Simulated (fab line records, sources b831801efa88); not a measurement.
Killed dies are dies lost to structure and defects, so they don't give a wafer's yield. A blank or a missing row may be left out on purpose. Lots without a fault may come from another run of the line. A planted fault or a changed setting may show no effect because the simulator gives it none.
Which tool did it? | flow sky130 | 13 lots, 39 wafers sampled, at 4 steps of a route of 708

WHAT THE GAUGES READ, wafer by wafer
SKY_NWELL_OVL_MEAS_10.
lot  | measured     | on         | NWELL_00_OVL (nm)
L733 | day 4 23:26  | overlay-02 | -0.2 0.5 0.3
L735 | day 5 07:23  | overlay-01 | -1.3 -1.4 -0.3
L736 | day 5 12:08  | overlay-01 | -1.3 -0.3 -2.4
L737 | day 5 20:29  | overlay-01 | -0.1 -1.2 -0.9
L739 | day 6 07:26  | overlay-02 | -0.3 -0.5 0.1
L740 | day 6 12:50  | overlay-01 | -0.8 -0.9 0.0
L741 | day 6 20:41  | overlay-02 | 1.6 2.4 1.8
L747 | day 8 04:56  | overlay-01 | 0.2 -0.2 -1.3
L749 | day 8 15:56  | overlay-02 | 2.1 1.8 2.1
L752 | day 9 20:14  | overlay-01 | -1.7 -0.2 -1.1
L753 | day 10 12:14 | overlay-02 | -0.5 0.7 -0.2
L754 | day 10 13:11 | overlay-01 | -1.8 -3.5 -3.4
L755 | day 10 16:17 | overlay-01 | 2.2 0.8 0.9

SKY_VT_ADJUST_PCH_TW_MEAS_10.
lot  | measured     | on            | VT_ADJUST_PCH_TW
L733 | day 10 19:25 | film_metro-03 | 145.1 144.9 144.9
L735 | day 11 04:55 | film_metro-03 | 144.2 144.1 144.5
L736 | day 11 11:40 | film_metro-01 | 143.2 144.1 143.7
L737 | day 11 20:46 | film_metro-04 | 144.7 145.2 144.4
L739 | day 12 10:16 | film_metro-03 | 143.9 145.0 144.0
L740 | day 12 17:37 | film_metro-01 | 143.4 143.7 143.9
L741 | day 13 01:25 | film_metro-01 | 144.6 144.7 144.3
L747 | day 14 21:37 | film_metro-01 | 144.2 143.9 144.0
L749 | day 15 11:08 | film_metro-04 | 144.2 144.5 144.2
L752 | day 17 00:37 | film_metro-01 | 144.1 143.3 143.8
L753 | day 17 23:31 | film_metro-01 | 143.8 144.8 144.0
L754 | day 18 01:28 | film_metro-01 | 145.1 144.8 144.8
L755 | day 18 02:26 | film_metro-04 | 143.7 144.2 144.0

SKY_LDD_HVN_TW_MEAS_10.
lot  | measured     | on            | LDD_HVN_TW
L733 | day 21 10:55 | film_metro-01 | 1446 1448 1464
L735 | day 21 10:49 | film_metro-03 | 1443 1449 1449
L736 | day 21 11:34 | film_metro-04 | 1455 1449 1454
L737 | day 22 08:46 | film_metro-04 | 1457 1461 1440
L739 | day 22 17:04 | film_metro-04 | 1455 1446 1451
L740 | day 23 05:34 | film_metro-01 | 1381 1372 1377
L741 | day 23 07:43 | film_metro-04 | 1372 1364 1367
L747 | day 25 14:25 | film_metro-01 | 1451 1457 1453
L749 | day 26 07:14 | film_metro-01 | 1464 1455 1455
L752 | day 27 15:40 | film_metro-03 | 1437 1435 1440
L753 | day 28 10:11 | film_metro-03 | 1454 1456 1451
L754 | day 28 11:53 | film_metro-03 | 1445 1450 1455
L755 | day 28 13:17 | film_metro-03 | 1454 1458 1453

WHICH TOOL RAN EACH LOT (tool, then ch and the chambers of the sampled wafers, then the start)
lot  | SKY_LDD_HVN_IMPLANT_08
L733 | implanter-03 ch 0, day 21 10:40
L735 | implanter-02 ch 0, day 21 10:34
L736 | implanter-03 ch 0, day 21 11:20
L737 | implanter-02 ch 0, day 22 08:31
L739 | implanter-03 ch 0, day 22 16:49
L740 | implanter-04 ch 0, day 23 05:19
L741 | implanter-04 ch 0, day 23 07:28
L747 | implanter-03 ch 0, day 25 14:10
L749 | implanter-02 ch 0, day 26 07:01
L752 | implanter-04 ch 0, day 27 15:25
L753 | implanter-04 ch 0, day 28 09:56
L754 | implanter-04 ch 0, day 28 11:38
L755 | implanter-03 ch 0, day 28 13:04
- SKY_LDD_HVN_IMPLANT_08

WHAT THE TOOLS THEMSELVES READ (means of the sampled wafers that have a number; where no wafer has one, the mark that the record gives instead)
SKY_LDD_HVN_IMPLANT_08.
lot  | tool         | beam_energy_keV
L733 | implanter-03 | 59.995
L735 | implanter-02 | 60.005
L736 | implanter-03 | 59.995
L737 | implanter-02 | 59.986
L739 | implanter-03 | 59.993
L740 | implanter-04 | 48.970
L741 | implanter-04 | 48.975
L747 | implanter-03 | 60.010
L749 | implanter-02 | 60.038
L752 | implanter-04 | 59.962
L753 | implanter-04 | 60.012
L754 | implanter-04 | 59.998
L755 | implanter-03 | 60.016

THE ANSWER, worked out from the rows above alone
Rule: what is usual is taken from the lots themselves. Put in order of their means at a reading, lots are off if they are a third of the lots or fewer, leave a main group of 4 or more, and stand apart from it by a gap of 3 or more times the standard deviation of the main group's means; of several such gaps the widest counts. A main group whose means are all the same, to the digits that the tables above print for the reading, isn't used. A lot without any number at a reading at which 4 lots or more have one is off too. The other lots that the step has rows for count as sound. The gauges are gone through in route order, then the tools' own readings, and for those a lot's mean is taken as printed above. The first step at which some lot is off is used, and at that step the reading that is off furthest; a lot without a number counts as furthest.
Off: L740, L741, at SKY_LDD_HVN_TW_MEAS_10 (LDD_HVN_TW). The main group: mean 1451, standard deviation 5.1.
A tool fits if, at a process step before that reading, it ran every lot that is off, and no sound lot after the first of them. The gauges at SKY_LDD_HVN_TW_MEAS_10 aren't tried: what is off there is off at SKY_LDD_HVN_IMPLANT_08 too, on other tools, and a gauge's error can't cause that. None of those tried fits.

WHAT THE SIMULATOR HAD PUT IN
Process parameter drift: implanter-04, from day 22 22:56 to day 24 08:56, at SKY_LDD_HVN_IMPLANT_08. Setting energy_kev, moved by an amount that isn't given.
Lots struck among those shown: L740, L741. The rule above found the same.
